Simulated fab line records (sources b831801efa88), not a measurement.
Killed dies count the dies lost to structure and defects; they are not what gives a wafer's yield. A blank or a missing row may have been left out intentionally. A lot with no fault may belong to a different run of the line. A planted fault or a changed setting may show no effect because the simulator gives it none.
A struck lot beside a sound one || flow sky130 || 25 out of 708 route steps
Sound: the wafers L293.1, L293.5, L293.6. Struck: wafer L304.3 (L304.2, L304.4, from the same lot, were not struck and are left out); the cause is given at the end.
Each step with rows lists, per side, the tool, then ch with its chambers, then its first start. Under that, the readings that differ: sound wafers || struck wafers || difference of the means || sigmas: that difference in standard deviations of wafers without a fault.
alike: readings whose means differ by less than 2 such deviations, and words and numbers that are the same on both sides. not compared: withheld readings, readings that some wafer has no value for, bounds like >300 that may hide the same value, and numbers for which the record gives no deviation and whose values overlap.
A row with sigmas, a row that says differs or no value, or rows on one side alone: a step with any of these is where the two part. When numbers do not overlap yet have no deviation, they are printed without sigmas and do not part them. A reading that every wafer of one side lacks parts them only if that side has two wafers or more.

first, 9 steps without rows for these wafers: SKY_LI_CONTACT_ETCH_14 (etches BARC in N2/H2, stops on SiO2, time 45.9 s, target depth 60 nm); SKY_LI_CONTACT_ETCH_15 (etches PSG in C4F8/O2/Ar, stops on Si, target depth 600 nm); SKY_LI_CONTACT_STRIP_16 (strips in O2/N2); SKY_LI_CONTACT_CLEAN_17 (cleans in NMP, time 600 s); SKY_LI_CONTACT_PRE_CLEAN_18 (time 5.6 s); SKY_LI_CONTACT_SPUTTER_19 (material Ti, target thk 20 nm, time 106.37 s); SKY_LI_CONTACT_SPUTTER_20 (material TiN, target thk 20 nm, time 80 s); SKY_LI_CONTACT_CVD_21 (deposits W, target thk 400 nm, time 120.56 s); SKY_LI_CONTACT_CMP_24 (polishes, stops on PSG, t overpolish 20 s, target thk 0 nm).
SKY_LOCAL_INTERCONNECT_SPUTTER_00: material TiN, target thk 100 nm, time 83.3 s.
  struck on pvd-sputter-04, day 34 20:49; sound on pvd-sputter-04, day 31 12:49
{"reading": "model.TiN_of_LOCAL_INTERCONNECT_SPUTTER_00.thk-nm (nm)", "sound": "99.03 98.07 98.59", "struck": 136.6, "difference": "+38.0", "sigmas": ""}
  alike: throttle-valve-pct
SKY_LOCAL_INTERCONNECT_RS_MEAS_01: uses a four-point probe to measure.
  struck on film-metro-01, day 34 21:11; sound on film-metro-01, day 31 12:52
{"reading": "LOCAL_INTERCONNECT_TIN_RS (ohm/sq)", "sound": "14.27 14.43 14.37", "struck": 10.21, "difference": -4.15, "sigmas": -30}
  not compared: hold
SKY_LOCAL_INTERCONNECT_THK_MEAS_02: measures by xrf.
  struck on film-metro-01, day 35 00:47; sound on film-metro-01, day 31 12:59
{"reading": "LOCAL_INTERCONNECT_TIN_THK (nm)", "sound": "99.3 98.0 98.8", "struck": 137.2, "difference": "+38.5", "sigmas": "+39"}
  not compared: hold
then, 8 steps without rows for these wafers: SKY_LOCAL_INTERCONNECT_HMDS_04 (prime time 60 s); SKY_LOCAL_INTERCONNECT_COAT_05 (resist thk 60 nm); SKY_LOCAL_INTERCONNECT_COAT_06 (resist thk 450 nm); SKY_LOCAL_INTERCONNECT_SOFTBAKE_07 (time 90 s); SKY_LOCAL_INTERCONNECT_EXPOSE_08 (exposes mask LI1M, target cd 170 nm); SKY_LOCAL_INTERCONNECT_PEB_09; SKY_LOCAL_INTERCONNECT_DEVELOP_10 (develop time 60 s); SKY_LOCAL_INTERCONNECT_ETCH_13 (etches BARC in N2/H2, stops on SiO2, time 45.9 s, target depth 60 nm).
SKY_LOCAL_INTERCONNECT_METAL_ETCH_14: etches TiN in Cl2/BCl3, stops on PSG, target depth 110 nm, time 31.4 s.
  sound on rie-metal-04 ch 1, day 32 15:53; struck on rie-metal-01 ch 0, day 35 23:28
{"reading": "oes-product-au (a.u.)", "sound": "0.939 0.933 0.936", "struck": 0.997, "difference": "+0.061", "sigmas": "+9"}
{"reading": "throttle-valve-pct (%)", "sound": "21.917 21.909 21.909", "struck": 21.854, "difference": -0.058, "sigmas": -6}
  alike: drypump-motor-current-A, mfc-cl2-sccm
  not compared: rf-hours-counter-h
then, 1 step without rows for these wafers: SKY_LOCAL_INTERCONNECT_STRIP_15 (strips in O2/N2).
SKY_LOCAL_INTERCONNECT_STRIP_16: strips in post etch residue remover, time 1200 s.
  sound on wet-bench-04 ch 0, day 32 16:05; struck on wet-bench-04 ch 0, day 35 23:37
{"reading": "model.TiN_of_LOCAL_INTERCONNECT_SPUTTER_00.thk-nm (nm)", "sound": "98.61 97.65 98.17", "struck": 136.2, "difference": "+38.1", "sigmas": ""}
then, 1 step without rows for these wafers: SKY_LOCAL_INTERCONNECT_CLEAN_17 (cleans in IPA, time 180 s).
-- here the record skips 14 days between the struck wafers' starts before and after, leaving off in module LOCAL_INTERCONNECT and picking up in module PAD_OPEN (first step shown: number 708 of the route) --
SKY_PAD_OPEN_PROBE_99:
  struck on prober-02, day 49 21:38; sound on prober-01, day 47 13:14
{"reading": "hold", "sound": "- - -", "struck": "await-dispo/6.2h/release", "difference": "no value on the sound wafers", "sigmas": ""}
{"reading": "killed-at-contacts", "sound": "30 30 24", "struck": 442, "difference": "+414", "sigmas": "+84"}
{"reading": "killed-dies", "sound": "81 77 76", "struck": 492, "difference": "+414", "sigmas": "+42"}
{"reading": "killed-on-rim", "sound": "12 20 17", "struck": 96, "difference": "+80", "sigmas": "+19"}
  alike: killed_at_M0_to_M3, killed_at_M4_up, killed-at-front-end, killed-at-other, killed-open, killed-short

WHERE THEY PART
Last at SKY_PAD_OPEN_PROBE_99 as far as this record goes, first at SKY_LOCAL_INTERCONNECT_RS_MEAS_01.

WHY: whatever the simulator had introduced
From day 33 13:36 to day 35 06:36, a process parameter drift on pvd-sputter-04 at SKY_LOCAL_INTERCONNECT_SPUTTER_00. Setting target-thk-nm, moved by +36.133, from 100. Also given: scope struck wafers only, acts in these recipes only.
